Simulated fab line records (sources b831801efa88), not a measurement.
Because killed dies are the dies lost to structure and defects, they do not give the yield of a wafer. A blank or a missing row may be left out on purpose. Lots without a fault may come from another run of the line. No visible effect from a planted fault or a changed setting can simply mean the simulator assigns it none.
What tool caused it? / flow sky130 / 6 lots (18 wafers sampled), 1 step of a 708-step route

## WHAT THE GAUGES SHOWED, per wafer
SKY_LDD_HVN_OVL_MEAS_07.
lot=L368; measured=day 22 03:09; on=overlay-01; LDD_HVN_OVL (nm)=0.0 2.9 -0.4
lot=L371; measured=day 22 14:33; on=overlay-02; LDD_HVN_OVL (nm)=0.3 1.0 0.7
lot=L383; measured=day 26 12:35; on=overlay-02; LDD_HVN_OVL (nm)=-1.2 -0.1 -0.6
lot=L384; measured=day 26 20:50; on=overlay-02; LDD_HVN_OVL (nm)=1.4 0.4 -1.7
lot=L387; measured=day 28 03:50; on=overlay-01; LDD_HVN_OVL (nm)=-0.1 1.6 -0.3
lot=L389; measured=day 28 11:20; on=overlay-02; LDD_HVN_OVL (nm)=-0.9 0.4 -1.0

## WHICH TOOL RAN EACH LOT (tool, then ch and the chambers of the sampled wafers, then the start)
No process step before these readings appears in the record.

## THE ANSWER, worked out from the rows above alone
Rule: what is usual is taken from the lots themselves. The widest of any qualifying gaps counts: lots, ordered by their means at a reading, are off when they make up no more than a third of the lots, leave a main group of 4 or more, and stand apart from it by 3 or more times the standard deviation of that group's means. A main group whose means are all the same, to the digits that the tables above print for the reading, isn't used. A lot without any number at a reading at which 4 lots or more have one is off too. The other lots that the step has rows for count as sound.
No lot is off at any reading shown: from this, nothing can be told.

## WHAT THE SIMULATOR HAD PUT IN
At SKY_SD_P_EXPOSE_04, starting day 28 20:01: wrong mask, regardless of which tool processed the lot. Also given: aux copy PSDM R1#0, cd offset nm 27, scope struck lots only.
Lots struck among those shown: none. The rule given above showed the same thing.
